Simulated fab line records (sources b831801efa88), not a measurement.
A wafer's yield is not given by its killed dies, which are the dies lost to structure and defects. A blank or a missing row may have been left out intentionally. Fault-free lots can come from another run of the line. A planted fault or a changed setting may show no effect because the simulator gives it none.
Matching of chambers + flow gf180mcu + 4 sister chambers for GF_V2_CMP_04 on cmp-02
The step polishes SiO2. 8 wafers are shown with their chamber, then 7 later ones without.

== EACH WAFER AND ITS CHAMBER ==
| wafer  | chamber | motorCurrentA (A) | timeToEndpointS (s) |
|--------|---------|-------------------|---------------------|
| L306.4 | 1       | 9.9               | 74                  |
| L306.6 | 2       | 13.1              | 88                  |
| L310.2 | 1       | 10.3              | 73                  |
| L310.4 | 3       | 12.1              | 85                  |
| L310.6 | 2       | 13.7              | 84                  |
| L317.2 | 3       | 11.9              | 84                  |
| L322.2 | 0       | 11.2              | 73                  |
| L322.5 | 0       | 12.0              | 73                  |

== WAFERS MISSING THEIR CHAMBER ==
| wafer  | motorCurrentA (A) | timeToEndpointS (s) |
|--------|-------------------|---------------------|
| L322.6 | 10.2              | 77                  |
| L324.2 | 11.3              | 71                  |
| L324.3 | 12.4              | 78                  |
| L324.5 | 11.8              | 84                  |
| L327.2 | 11.7              | 87                  |
| L327.3 | 10.0              | 74                  |
| L327.4 | 13.3              | 82                  |

== THE CHAMBER EACH PASSED THROUGH ==
| wafer  | from the rows above     | in truth |
|--------|-------------------------|----------|
| L322.6 | 1                       | 1        |
| L324.2 | can't be placed: 0 or 1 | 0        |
| L324.3 | can't be placed: 0 or 3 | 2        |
| L324.5 | 3                       | 3        |
| L327.2 | 3                       | 3        |
| L327.3 | 1                       | 1        |
| L327.4 | can't be placed: 2 or 3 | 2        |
4 of 7 placed correctly. These rows do not allow placing 3 (true chamber among the candidates in 2). 0 placed wrongly.
How it was worked out, from the rows above alone: a wafer's distance from a chamber is the root of the sum, over the readings, of the square of ((its reading less the chamber's mean) divided by the reading's scatter). The wafer belongs to the nearest chamber; if the next one is less than 2 further off, it can't be placed. For every chamber, the mean is computed from those of its wafers that are shown. The scatter is the square root of a quotient: the sum, over the shown wafers, of each reading's squared deviation from its chamber's mean, divided by wafers minus chambers.
